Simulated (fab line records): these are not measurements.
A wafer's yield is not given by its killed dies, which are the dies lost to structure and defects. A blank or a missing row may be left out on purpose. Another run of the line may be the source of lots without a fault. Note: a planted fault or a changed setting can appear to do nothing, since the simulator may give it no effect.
fab line records -- flow gf180mcu -- part 1 of 2: steps 1 to 28 of 36
record lots=5, wafers=15, lastDay=34
route steps=602 shown M1@332 V1@335 M2@362
lots that met no fault: from a run of the same line without faults
startH: hours from the record's opening day to when the first of the lot's shown wafers began -- waitH: how many hours have passed since the lot's step before this one -- " the same as in the row above -- L1.1+2: one row covering several wafers at once -- - no value, or no start was given -- * or withheld: withheld -- < > ~ a bound
route shown NAME@n: a module of which the file shows steps, and the number in the route of the first -- usual: mean and standard deviation over wafers with no fault -- same: alike in all rows -- chamber/n: place in a boat -- sites: per-site readings -- _std_site: standard deviation across them -- _edge_site: the outer-site mean with the inner-site mean subtracted -- radiusMm: how far each site lies from the wafer's centre -- mask NAME#n: copy n -- behind: the most recent tool/chamber to have shaped the wafer -- hold: why the lot went on hold/how many hours it stayed there/how the hold came to an end -- device: transistor that didn't switch, given as n, p or np -- end of line: tests of these same wafers at the route's end -- a step with no rows: only its recipe -- killed: count of dies lost to structure and defects at first sort (not the wafer's yield) -- map: per-die view of a wafer (x killed, . not killed, _ where there is no die)
set.NAME: the setting the step ran with; set.NAME@STEP: the setting that earlier step ran with -- model.NAME: the simulator's own value behind a step, which no gauge read
a table for each step, a row for each wafer; lots at some steps of the route
services: the hour from which a tool's chamber was out of use, counted from the record's first day as startH (under 0 if before that day), plus the number of hours and why
## steps
# step GF_M1_STRIP_17
# recipe chemistry=O2/N2, powerW=1400, pressureMtorr=1500, platenTempC=250, o2FlowSccm=3000, n2FlowSccm=300, overashFraction=0.5
# usual drypumpMotorCurrentA=5.9/0.68, heaterPowerW=373/55, oesProductAu=0.537/0.0045, stripTimeToEndpointS=7.37/0.057
lot.wafer,tool,chamber,startH,waitH,drypumpMotorCurrentA,heaterPowerW,oesProductAu,rfHoursCounterH,stripTimeToEndpointS
L090.3,plasmaAsher-01,0,527.99,0.1,6.7,324,0.531,-,7.33
L090.5,plasmaAsher-01,0,527.99,0.1,6.7,329,0.535,-,7.33
L090.6,plasmaAsher-01,1,527.99,0.1,6.2,397,0.531,-,7.35
L091.1,plasmaAsher-02,0,535.99,0.1,4.8,443,0.534,11,7.41
L091.2,plasmaAsher-02,1,535.99,0.1,6.1,328,0.537,11,7.38
L091.6,plasmaAsher-02,0,535.99,0.1,4.8,451,0.532,-,7.37
L092.2,plasmaAsher-01,1,545.34,0.1,6.2,396,0.539,49,7.35
L092.3,plasmaAsher-01,0,545.34,0.1,6.7,331,0.539,-,7.37
L092.5,plasmaAsher-01,0,545.34,0.1,6.7,331,0.540,-,7.43
L094.1,plasmaAsher-02,0,557.74,0.1,4.8,454,0.544,13,7.43
L094.2,plasmaAsher-02,1,557.74,0.1,6.1,331,0.533,13,7.28
L094.4,plasmaAsher-02,0,557.74,0.1,4.8,457,0.539,-,7.45
L097.3,plasmaAsher-02,0,584.92,0.1,4.8,460,0.543,-,7.34
L097.4,plasmaAsher-02,1,584.92,0.1,6.1,337,0.540,-,7.43
L097.6,plasmaAsher-02,0,584.92,0.1,4.8,446,0.535,-,7.34
# step GF_M1_STRIP_18
# recipe chemistry=postEtchResidueRemover, timeS=1200, tempC=72.5
# usual bathHeatDutyPct=14.2/1.7
lot.wafer,tool,chamber,startH,waitH,bathHeatDutyPct
L090.3,wetBench-03,1,528.06,0.0,16.4
L090.5,wetBench-03,1,528.06,0.0,15.5
L090.6,wetBench-03,1,528.06,0.0,15.8
L091.1,wetBench-03,1,536.09,0.1,13.5
L091.2,wetBench-03,1,536.09,0.1,16.0
L091.6,wetBench-03,1,536.09,0.1,14.9
L092.2,wetBench-02,2,545.44,0.1,13.5
L092.3,wetBench-02,2,545.44,0.1,13.7
L092.5,wetBench-02,2,545.44,0.1,13.0
L094.1,wetBench-03,3,557.84,0.1,12.0
L094.2,wetBench-03,3,557.84,0.1,12.4
L094.4,wetBench-03,3,557.84,0.1,11.8
L097.3,wetBench-02,2,584.99,0.0,13.4
L097.4,wetBench-02,2,584.99,0.0,13.6
L097.6,wetBench-02,2,584.99,0.0,12.1
# step GF_M1_CLEAN_19
# recipe chemistry=DIW, dry=n2Spin
lot.wafer,tool,chamber,startH,waitH
L090.3+5+6,wetBench-01,3,528.40,0.0
L091.1+2+6,wetBench-02,0,536.43,0.0
L092.2+3+5,wetBench-03,0,545.82,0.0
L094.1+2+4,wetBench-02,0,558.18,0.0
L097.3+4+6,wetBench-03,3,585.33,0.0
# step GF_V1_CVD_00
# recipe material=SiO2, targetThkNm=600, sigmaOpenFrac=0.3, tempC=400, timeS=100, sih4FlowSccm=60, pressureMtorr=6
lot.wafer,tool,chamber,startH,waitH
L090.3+5+6,hdpcvd-02,"0,0,2",528.50,0.0
L091.1+2+6,hdpcvd-02,"2,1,1",536.54,0.0
L092.2+3+5,hdpcvd-02,"0,2,0",545.92,0.0
L094.1+2+4,hdpcvd-01,"0,2,1",558.27,0.0
L097.3+4+6,hdpcvd-01,"2,2,1",585.42,0.0
# step GF_V1_THK_MEAS_01
# recipe reads=SiO2_of_V1_CVD_00
# usual V1_CVD_00_THK=601/7.4
lot.wafer,tool,chamber,startH,waitH,V1_CVD_00_THK[nm]
L090.3,filmMetro-02,-,528.59,0.1,602
L090.5,filmMetro-02,-,528.59,0.1,599
L090.6,filmMetro-02,-,528.59,0.1,600
L091.1,filmMetro-04,-,536.61,0.0,604
L091.2,filmMetro-04,-,536.61,0.0,602
L091.6,filmMetro-04,-,536.61,0.0,603
L092.2,filmMetro-02,-,546.00,0.0,614
L092.3,filmMetro-02,-,546.00,0.0,619
L092.5,filmMetro-02,-,546.00,0.0,613
L094.1,filmMetro-02,-,558.35,0.0,601
L094.2,filmMetro-02,-,558.35,0.0,603
L094.4,filmMetro-02,-,558.35,0.0,611
L097.3,filmMetro-02,-,585.52,0.1,598
L097.4,filmMetro-02,-,585.52,0.1,596
L097.6,filmMetro-02,-,585.52,0.1,604
# step GF_V1_CVD_02
# recipe material=SiO2, targetThkNm=850, precursor=TEOS, tempC=400, timeS=94.851, rfW=600
# usual heaterPowerW=629/120
lot.wafer,tool,chamber,startH,waitH,heaterPowerW
L090.3,pecvd-03,2,528.63,0.0,774
L090.5,pecvd-03,2,528.63,0.0,815
L090.6,pecvd-03,0,528.63,0.0,669
L091.1,pecvd-02,0,536.67,0.1,630
L091.2,pecvd-02,2,536.67,0.1,738
L091.6,pecvd-02,0,536.67,0.1,680
L092.2,pecvd-01,2,546.05,0.0,583
L092.3,pecvd-01,0,546.05,0.0,595
L092.5,pecvd-01,1,546.05,0.0,590
L094.1,pecvd-01,0,558.41,0.1,633
L094.2,pecvd-01,1,558.41,0.1,675
L094.4,pecvd-01,2,558.41,0.1,607
L097.3,pecvd-03,1,585.56,0.0,330
L097.4,pecvd-03,0,585.56,0.0,765
L097.6,pecvd-03,1,585.56,0.0,365
# step GF_V1_THK_MEAS_03
# recipe reads=SiO2_of_V1_CVD_02
# usual V1_CVD_02_THK=852/12
lot.wafer,tool,chamber,startH,waitH,V1_CVD_02_THK[nm]
L090.3,filmMetro-04,-,528.72,0.1,847
L090.5,filmMetro-04,-,528.72,0.1,863
L090.6,filmMetro-04,-,528.72,0.1,856
L091.1,filmMetro-02,-,536.74,0.0,851
L091.2,filmMetro-02,-,536.74,0.0,842
L091.6,filmMetro-02,-,536.74,0.0,869
L092.2,filmMetro-02,-,546.13,0.0,842
L092.3,filmMetro-02,-,546.13,0.0,836
L092.5,filmMetro-02,-,546.13,0.0,860
L094.1,filmMetro-04,-,558.48,0.0,839
L094.2,filmMetro-04,-,558.48,0.0,843
L094.4,filmMetro-04,-,558.48,0.0,850
L097.3,filmMetro-04,-,585.65,0.1,860
L097.4,filmMetro-04,-,585.65,0.1,852
L097.6,filmMetro-04,-,585.65,0.1,873
# step GF_V1_CMP_04
# recipe material=SiO2, downForcePsi=4, platenRpm=60, padVelocityMS=0.94248
# usual edgeZonePressureFrac=0.999/0.0047, motorCurrentA=11.8/1.5, slurryFilterDpKPa=13.48/0.15, timeToEndpointS=81/5.9
lot.wafer,tool,chamber,startH,waitH,edgeZonePressureFrac,motorCurrentA,slurryFilterDpKPa,timeToEndpointS
L090.3,cmp-01,2,528.81,0.1,0.992,11.9,13.49,80
L090.6,cmp-01,1,528.81,0.1,0.996,11.4,13.46,87
L090.5,cmp-01,2,528.81,0.1,1.003,12.6,13.58,89
L091.1,cmp-01,3,536.89,0.1,1.003,9.2,13.50,85
L091.2,cmp-01,0,536.89,0.1,1.004,13.7,13.67,80
L091.6,cmp-01,2,536.89,0.1,0.996,12.1,13.24,86
L092.2,cmp-01,2,546.18,0.0,0.999,11.5,13.37,80
L092.3,cmp-01,0,546.18,0.0,1.000,14.2,13.67,73
L092.5,cmp-01,3,546.18,0.0,1.000,9.5,13.72,88
L094.1,cmp-02,1,558.54,0.1,0.998,11.0,13.50,75
L094.2,cmp-02,3,558.54,0.1,0.995,11.1,13.51,74
L094.4,cmp-02,0,558.54,0.1,1.002,12.0,13.26,77
L097.4,cmp-01,2,585.69,0.0,0.996,12.3,13.23,79
L097.3,cmp-01,1,585.69,0.0,1.000,11.2,13.54,85
L097.6,cmp-01,2,585.69,0.0,1.003,11.6,13.45,88
# step GF_V1_BOW_MEAS_05
# recipe mode=bow
# usual V1_BOW=83/7.5
lot.wafer,tool,chamber,startH,waitH,V1_BOW[um]
L090.3,filmMetro-03,-,529.10,0.2,82
L090.5,filmMetro-03,-,529.10,0.2,79
L090.6,filmMetro-03,-,529.10,0.2,84
L091.1,filmMetro-02,-,537.14,0.2,71
L091.2,filmMetro-02,-,537.14,0.2,77
L091.6,filmMetro-02,-,537.14,0.2,67
L092.2,filmMetro-02,-,546.50,0.3,88
L092.3,filmMetro-02,-,546.50,0.3,91
L092.5,filmMetro-02,-,546.50,0.3,91
L094.1,filmMetro-02,-,558.84,0.2,79
L094.2,filmMetro-02,-,558.84,0.2,80
L094.4,filmMetro-02,-,558.84,0.2,76
L097.3,filmMetro-03,-,586.03,0.1,98
L097.4,filmMetro-03,-,586.03,0.1,92
L097.6,filmMetro-03,-,586.03,0.1,88
# step GF_V1_DEHYDRATE_06
# recipe tempC=200, timeS=60
# usual heaterPowerTotalW=160.36/0.13
lot.wafer,tool,chamber,startH,waitH,heaterPowerTotalW
L090.3,lithoTrack-02,0,540.17,11.0,160.36
L090.5,lithoTrack-02,0,540.17,11.0,160.32
L090.6,lithoTrack-02,0,540.17,11.0,160.32
L091.1,lithoTrack-02,0,548.07,10.9,160.53
L091.2,lithoTrack-02,0,548.07,10.9,160.35
L091.6,lithoTrack-02,0,548.07,10.9,160.51
L092.2,lithoTrack-02,0,557.29,10.8,160.57
L092.3,lithoTrack-02,0,557.29,10.8,160.29
L092.5,lithoTrack-02,0,557.29,10.8,160.20
L094.1,lithoTrack-02,0,569.47,10.6,160.36
L094.2,lithoTrack-02,0,569.47,10.6,160.48
L094.4,lithoTrack-02,0,569.47,10.6,160.61
L097.3,lithoTrack-02,0,596.22,10.2,160.49
L097.4,lithoTrack-02,0,596.22,10.2,160.57
L097.6,lithoTrack-02,0,596.22,10.2,160.32
# step GF_V1_HMDS_07
# recipe primeTimeS=60, primeTempC=120
lot.wafer,tool,chamber,startH,waitH
L090.3+5+6,lithoTrack-02,0,540.32,0.1
L091.1+2+6,lithoTrack-02,0,548.22,0.1
L092.2+3+5,lithoTrack-02,0,557.44,0.1
L094.1+2+4,lithoTrack-02,0,569.62,0.1
L097.3+4+6,lithoTrack-02,0,596.37,0.1
# step GF_V1_COAT_08
# recipe resist=BARC, tempC=withheld, timeS=withheld, spinRpm=withheld, resistThkNm=withheld
lot.wafer,tool,chamber,startH,waitH
L090.3+5+6,lithoTrack-02,0,540.47,0.1
L091.1+2+6,lithoTrack-02,0,548.37,0.1
L092.2+3+5,lithoTrack-02,0,557.59,0.1
L094.1+2+4,lithoTrack-02,0,569.77,0.1
L097.3+4+6,lithoTrack-02,0,596.52,0.1
# step GF_V1_COAT_09
# recipe resist=KrF, spinRpm=withheld, resistThkNm=1000
lot.wafer,tool,chamber,startH,waitH
L090.3+5+6,lithoTrack-02,0,-,-
L091.1+2+6,lithoTrack-02,0,-,-
L092.2+3+5,lithoTrack-02,0,-,-
L094.1+2+4,lithoTrack-02,0,-,-
L097.3+4+6,lithoTrack-02,0,-,-
# step GF_V1_SOFTBAKE_10
# recipe tempC=130, timeS=60, resist=KrF
# usual heaterPowerTotalW=93.04/0.056
lot.wafer,tool,chamber,startH,waitH,heaterPowerTotalW
L090.3,lithoTrack-02,0,-,-,93.10
L090.5,lithoTrack-02,0,-,-,93.12
L090.6,lithoTrack-02,0,-,-,93.04
L091.1,lithoTrack-02,0,-,-,93.06
L091.2,lithoTrack-02,0,-,-,93.04
L091.6,lithoTrack-02,0,-,-,93.02
L092.2,lithoTrack-02,0,-,-,92.94
L092.3,lithoTrack-02,0,-,-,93.09
L092.5,lithoTrack-02,0,-,-,93.04
L094.1,lithoTrack-02,0,-,-,93.09
L094.2,lithoTrack-02,0,-,-,93.05
L094.4,lithoTrack-02,0,-,-,93.09
L097.3,lithoTrack-02,0,-,-,93.04
L097.4,lithoTrack-02,0,-,-,93.08
L097.6,lithoTrack-02,0,-,-,93.08
# step GF_V1_EXPOSE_11
# recipe maskId=Via1, targetCdNm=260, na=0.68, sourceShape=conventional, sigmaOuter=0.6, doseMj=38
# usual exposureDoseMJCm2=38.00/0.031
lot.wafer,tool,chamber,startH,waitH,mask,exposureDoseMJCm2
L090.3,krfScanner-02,0,-,-,Via1#0,37.99
L090.5,krfScanner-02,0,-,-,Via1#0,37.97
L090.6,krfScanner-02,0,-,-,Via1#0,38.03
L091.1,krfScanner-02,0,-,-,Via1#0,37.99
L091.2,krfScanner-02,0,-,-,Via1#0,37.99
L091.6,krfScanner-02,0,-,-,Via1#0,38.01
L092.2,krfScanner-02,0,-,-,Via1#0,38.01
L092.3,krfScanner-02,0,-,-,Via1#0,38.02
L092.5,krfScanner-02,0,-,-,Via1#0,37.98
L094.1,krfScanner-02,0,-,-,Via1#0,38.00
L094.2,krfScanner-02,0,-,-,Via1#0,38.02
L094.4,krfScanner-02,0,-,-,Via1#0,38.00
L097.3,krfScanner-02,0,-,-,Via1#0,37.99
L097.4,krfScanner-02,0,-,-,Via1#0,37.99
L097.6,krfScanner-02,0,-,-,Via1#0,37.95
# step GF_V1_PEB_12
# recipe pebTempC=135, pebTimeS=90, resist=KrF
# usual heaterPowerTotalW=85.69/0.077
lot.wafer,tool,chamber,startH,waitH,heaterPowerTotalW
L090.3,lithoTrack-04,0,-,-,85.74
L090.5,lithoTrack-04,0,-,-,85.59
L090.6,lithoTrack-04,0,-,-,85.58
L091.1,lithoTrack-02,0,-,-,85.73
L091.2,lithoTrack-02,0,-,-,85.60
L091.6,lithoTrack-02,0,-,-,85.77
L092.2,lithoTrack-04,0,-,-,85.75
L092.3,lithoTrack-04,0,-,-,85.70
L092.5,lithoTrack-04,0,-,-,85.74
L094.1,lithoTrack-01,0,-,-,85.73
L094.2,lithoTrack-01,0,-,-,85.74
L094.4,lithoTrack-01,0,-,-,85.75
L097.3,lithoTrack-02,0,-,-,85.69
L097.4,lithoTrack-02,0,-,-,85.59
L097.6,lithoTrack-02,0,-,-,85.68
# step GF_V1_DEVELOP_13
# recipe developTimeS=60, resist=KrF, devTempC=21
lot.wafer,tool,chamber,startH,waitH
L090.3+5+6,lithoTrack-04,0,551.26,0.1
L091.1+2+6,lithoTrack-02,0,559.77,0.2
L092.2+3+5,lithoTrack-04,0,569.23,0.2
L094.1+2+4,lithoTrack-01,0,580.72,0.2
L097.3+4+6,lithoTrack-02,0,606.72,0.1
# step GF_V1_CD_MEAS_14
# recipe targetCdNm=260
# usual cdNm=259.9/1.1
lot.wafer,tool,chamber,startH,waitH,cdNm
L090.3,cdSem-01,-,551.40,0.1,258.3
L090.5,cdSem-01,-,551.40,0.1,258.2
L090.6,cdSem-01,-,551.40,0.1,259.6
L091.1,cdSem-01,-,559.92,0.1,260.1
L091.2,cdSem-01,-,559.92,0.1,260.0
L091.6,cdSem-01,-,559.92,0.1,259.3
L092.2,cdSem-01,-,569.38,0.1,260.9
L092.3,cdSem-01,-,569.38,0.1,259.6
L092.5,cdSem-01,-,569.38,0.1,258.7
L094.1,cdSem-02,-,580.87,0.1,256.7
L094.2,cdSem-02,-,580.87,0.1,256.5
L094.4,cdSem-02,-,580.87,0.1,258.4
L097.3,cdSem-01,-,606.89,0.1,260.6
L097.4,cdSem-01,-,606.89,0.1,260.2
L097.6,cdSem-01,-,606.89,0.1,260.5
# step GF_V1_OVL_MEAS_15
# usual V1_OVL=-2/6
lot.wafer,tool,chamber,startH,waitH,V1_OVL[nm]
L090.3,overlay-01,-,551.49,0.1,1
L090.5,overlay-01,-,551.49,0.1,5
L090.6,overlay-01,-,551.49,0.1,12
L091.1,overlay-02,-,560.04,0.1,-10
L091.2,overlay-02,-,560.04,0.1,-5
L091.6,overlay-02,-,560.04,0.1,5
L092.2,overlay-01,-,569.48,0.1,-2
L092.3,overlay-01,-,569.48,0.1,-4
L092.5,overlay-01,-,569.48,0.1,-3
L094.1,overlay-01,-,580.99,0.1,-5
L094.2,overlay-01,-,580.99,0.1,-2
L094.4,overlay-01,-,580.99,0.1,0
L097.3,overlay-01,-,606.98,0.1,1
L097.4,overlay-01,-,606.98,0.1,12
L097.6,overlay-01,-,606.98,0.1,6
# step GF_V1_ETCH_16
# recipe chemistry=N2/H2, targetDepthA=withheld, overetchA=withheld, timeS=withheld, target=BARC, ionEnergyEv=200, sourceW=500, biasW=100, pressureMtorr=30, n2FlowSccm=100, h2FlowSccm=200
# usual drypumpMotorCurrentA=6.0/0.49, oesProductAu=0.854/0.0049, throttleValvePct=13.224/0.0085
lot.wafer,tool,chamber,startH,waitH,drypumpMotorCurrentA,oesProductAu,throttleValvePct
L090.3,rieDiel-04,0,551.51,0.0,6.3,0.861,13.220
L090.5,rieDiel-04,3,551.51,0.0,5.1,0.862,13.219
L090.6,rieDiel-04,0,551.51,0.0,6.3,0.854,13.224
L091.1,rieDiel-02,2,560.07,0.0,6.3,0.852,13.215
L091.2,rieDiel-02,1,560.07,0.0,6.0,0.857,13.235
L091.6,rieDiel-02,1,560.07,0.0,6.0,0.849,13.220
L092.2,rieDiel-03,0,569.51,0.0,6.7,0.852,13.207
L092.3,rieDiel-03,1,569.51,0.0,6.1,0.856,13.234
L092.5,rieDiel-03,2,569.51,0.0,5.3,0.853,13.227
L094.1,rieDiel-03,2,581.03,0.0,5.3,0.854,13.237
L094.2,rieDiel-03,1,581.03,0.0,6.1,0.853,13.224
L094.4,rieDiel-03,2,581.03,0.0,5.3,0.857,13.222
L097.3,rieDiel-02,0,607.00,0.0,6.2,0.847,13.248
L097.4,rieDiel-02,3,607.00,0.0,6.6,0.866,13.214
L097.6,rieDiel-02,1,607.00,0.0,6.0,0.853,13.231
# step GF_V1_ETCH_17
# recipe chemistry=C4F8/O2/Ar, maskMaterial=KrF, target=SiO2, stopOn=TiN, sourceW=1500, biasW=1200, pressureMtorr=40, c4f8FlowSccm=withheld, O2_flow_sccm=6, Ar_flow_sccm=300, timeS=withheld, targetDepthA=6300
# usual oesProductAu=0.856/0.0049
lot.wafer,tool,chamber,startH,waitH,oesProductAu
L090.3,rieDiel-04,0,-,-,0.851
L090.5,rieDiel-04,3,-,-,0.857
L090.6,rieDiel-04,0,-,-,0.852
L091.1,rieDiel-02,2,-,-,0.854
L091.2,rieDiel-02,1,-,-,0.852
L091.6,rieDiel-02,1,-,-,0.852
L092.2,rieDiel-03,0,-,-,0.857
L092.3,rieDiel-03,1,-,-,0.848
L092.5,rieDiel-03,2,-,-,0.854
L094.1,rieDiel-03,2,-,-,0.858
L094.2,rieDiel-03,1,-,-,0.858
L094.4,rieDiel-03,2,-,-,0.861
L097.3,rieDiel-02,0,-,-,0.855
L097.4,rieDiel-02,3,-,-,0.859
L097.6,rieDiel-02,1,-,-,0.856
# step GF_V1_STRIP_18
# recipe chemistry=O2/N2, powerW=1400, pressureMtorr=1500, platenTempC=250, o2FlowSccm=3000, n2FlowSccm=300, overashFraction=0.5
# usual drypumpMotorCurrentA=6.1/0.53, heaterPowerW=353/53, oesProductAu=0.592/0.0049
lot.wafer,tool,chamber,startH,waitH,drypumpMotorCurrentA,heaterPowerW,oesProductAu,rfHoursCounterH
L090.3,plasmaAsher-02,1,551.67,-,6.1,326,0.586,-
L090.5,plasmaAsher-02,0,551.67,-,4.8,451,0.591,-
L090.6,plasmaAsher-02,1,551.67,-,6.1,338,0.585,-
L091.1,plasmaAsher-03,0,560.20,-,6.1,350,0.594,84
L091.2,plasmaAsher-03,1,560.20,-,6.0,282,0.599,84
L091.6,plasmaAsher-03,0,560.20,-,6.1,338,0.597,-
L092.2,plasmaAsher-01,1,569.64,-,6.2,402,0.593,52
L092.3,plasmaAsher-01,1,569.64,-,6.2,405,0.595,-
L092.5,plasmaAsher-01,0,569.64,-,6.7,321,0.590,-
L094.1,plasmaAsher-03,1,581.16,-,6.0,280,0.589,86
L094.2,plasmaAsher-03,0,581.16,-,6.1,339,0.591,86
L094.4,plasmaAsher-03,0,581.16,-,6.1,338,0.597,-
L097.3,plasmaAsher-03,0,607.17,-,6.1,342,0.595,-
L097.4,plasmaAsher-03,1,607.17,-,6.0,287,0.581,-
L097.6,plasmaAsher-03,0,607.17,-,6.1,337,0.600,-
# step GF_V1_STRIP_19
# recipe chemistry=postEtchResidueRemover, timeS=1200, tempC=72.5
# usual bathHeatDutyPct=14.1/1.1
lot.wafer,tool,chamber,startH,waitH,bathHeatDutyPct
L090.3,wetBench-04,3,551.74,0.0,13.7
L090.5,wetBench-04,3,551.74,0.0,14.1
L090.6,wetBench-04,3,551.74,0.0,11.8
L091.1,wetBench-01,0,560.30,0.1,12.6
L091.2,wetBench-01,0,560.30,0.1,13.5
L091.6,wetBench-01,0,560.30,0.1,13.5
L092.2,wetBench-01,3,569.74,0.1,13.8
L092.3,wetBench-01,3,569.74,0.1,16.4
L092.5,wetBench-01,3,569.74,0.1,14.2
L094.1,wetBench-04,1,581.26,0.1,14.3
L094.2,wetBench-04,1,581.26,0.1,14.9
L094.4,wetBench-04,1,581.26,0.1,14.2
L097.3,wetBench-04,0,607.23,0.0,13.4
L097.4,wetBench-04,0,607.23,0.0,14.3
L097.6,wetBench-04,0,607.23,0.0,15.3
# step GF_V1_CLEAN_20
# recipe chemistry=DIW, dry=n2Spin
lot.wafer,tool,chamber,startH,waitH
L090.3+5+6,wetBench-02,3,552.08,0.0
L091.1+2+6,wetBench-02,1,560.68,0.0
L092.2+3+5,wetBench-04,1,570.08,0.0
L094.1+2+4,wetBench-02,1,581.63,0.0
L097.3+4+6,wetBench-01,2,607.57,0.0
# step GF_V1_SPUTTER_21
# recipe material=Ti, targetThkNm=15, chamberPressurePa=5, powerW=2500, substrateTempC=200, timeS=80.02
# usual throttleValvePct=30.3/0.83
lot.wafer,tool,chamber,startH,waitH,throttleValvePct
L090.3,pvdSputter-04,-,552.17,0.0,30.5
L090.5,pvdSputter-04,-,552.17,0.0,30.7
L090.6,pvdSputter-04,-,552.17,0.0,31.1
L091.1,pvdSputter-04,-,560.77,0.0,28.9
L091.2,pvdSputter-04,-,560.77,0.0,30.7
L091.6,pvdSputter-04,-,560.77,0.0,30.8
L092.2,pvdSputter-04,-,570.18,0.0,30.9
L092.3,pvdSputter-04,-,570.18,0.0,30.5
L092.5,pvdSputter-04,-,570.18,0.0,30.9
L094.1,pvdSputter-02,-,581.72,0.0,29.4
L094.2,pvdSputter-02,-,581.72,0.0,31.5
L094.4,pvdSputter-02,-,581.72,0.0,29.8
L097.3,pvdSputter-04,-,607.67,0.0,28.8
L097.4,pvdSputter-04,-,607.67,0.0,30.9
L097.6,pvdSputter-04,-,607.67,0.0,28.9
# step GF_V1_SPUTTER_22
# recipe material=TiN, targetThkNm=10, chamberPressurePa=5, powerW=4000, timeS=40
# usual throttleValvePct=30.4/0.83
lot.wafer,tool,chamber,startH,waitH,throttleValvePct
L090.3,pvdSputter-04,-,552.24,0.0,30.8
L090.5,pvdSputter-04,-,552.24,0.0,30.8
L090.6,pvdSputter-04,-,552.24,0.0,30.8
L091.1,pvdSputter-04,-,560.83,0.0,28.9
L091.2,pvdSputter-04,-,560.83,0.0,30.8
L091.6,pvdSputter-04,-,560.83,0.0,30.7
L092.2,pvdSputter-04,-,570.24,0.0,30.8
L092.3,pvdSputter-04,-,570.24,0.0,30.8
L092.5,pvdSputter-04,-,570.24,0.0,30.7
L094.1,pvdSputter-02,-,581.78,0.0,29.6
L094.2,pvdSputter-02,-,581.78,0.0,31.5
L094.4,pvdSputter-02,-,581.78,0.0,29.6
L097.3,pvdSputter-04,-,607.73,0.0,29.2
L097.4,pvdSputter-04,-,607.73,0.0,30.8
L097.6,pvdSputter-04,-,607.73,0.0,29.1
# step GF_V1_CVD_23
# recipe material=W, targetThkNm=350, timeS=105.05, tempC=400, pressureTorr=40
# usual heaterPowerW=869/56
lot.wafer,tool,chamber,startH,waitH,heaterPowerW
L090.3,cvdW-01,1,552.31,0.1,934
L090.5,cvdW-01,1,552.31,0.1,946
L090.6,cvdW-01,0,552.31,0.1,945
L091.1,cvdW-01,0,560.87,0.0,947
L091.2,cvdW-01,1,560.87,0.0,935
L091.6,cvdW-01,1,560.87,0.0,907
L092.2,cvdW-02,1,570.28,0.0,839
L092.3,cvdW-02,1,570.28,0.0,843
L092.5,cvdW-02,1,570.28,0.0,832
L094.1,cvdW-02,1,581.82,0.0,848
L094.2,cvdW-02,0,581.82,0.0,799
L094.4,cvdW-02,0,581.82,0.0,806
L097.3,cvdW-02,0,607.80,0.1,819
L097.4,cvdW-02,1,607.80,0.1,844
L097.6,cvdW-02,0,607.80,0.1,810
# step GF_V1_RS_MEAS_24
# recipe thkMeasGauge=four-point-probe, reads=W_of_V1_CVD_23+TiN_of_V1_SPUTTER_22+Ti_of_V1_SPUTTER_21
# usual V1_W_RS=0.327/0.0037
lot.wafer,tool,chamber,startH,waitH,V1_W_RS[ohm/sq]
L090.3,filmMetro-02,-,552.43,0.1,0.331
L090.5,filmMetro-02,-,552.43,0.1,0.331
L090.6,filmMetro-02,-,552.43,0.1,0.334
L091.1,filmMetro-04,-,560.98,0.1,0.322
L091.2,filmMetro-04,-,560.98,0.1,0.327
L091.6,filmMetro-04,-,560.98,0.1,0.324
L092.2,filmMetro-04,-,570.41,0.1,0.328
L092.3,filmMetro-04,-,570.41,0.1,0.326
L092.5,filmMetro-04,-,570.41,0.1,0.324
L094.1,filmMetro-03,-,581.93,0.1,0.328
L094.2,filmMetro-03,-,581.93,0.1,0.327
L094.4,filmMetro-03,-,581.93,0.1,0.329
L097.3,filmMetro-04,-,607.92,0.1,0.324
L097.4,filmMetro-04,-,607.92,0.1,0.325
L097.6,filmMetro-04,-,607.92,0.1,0.328
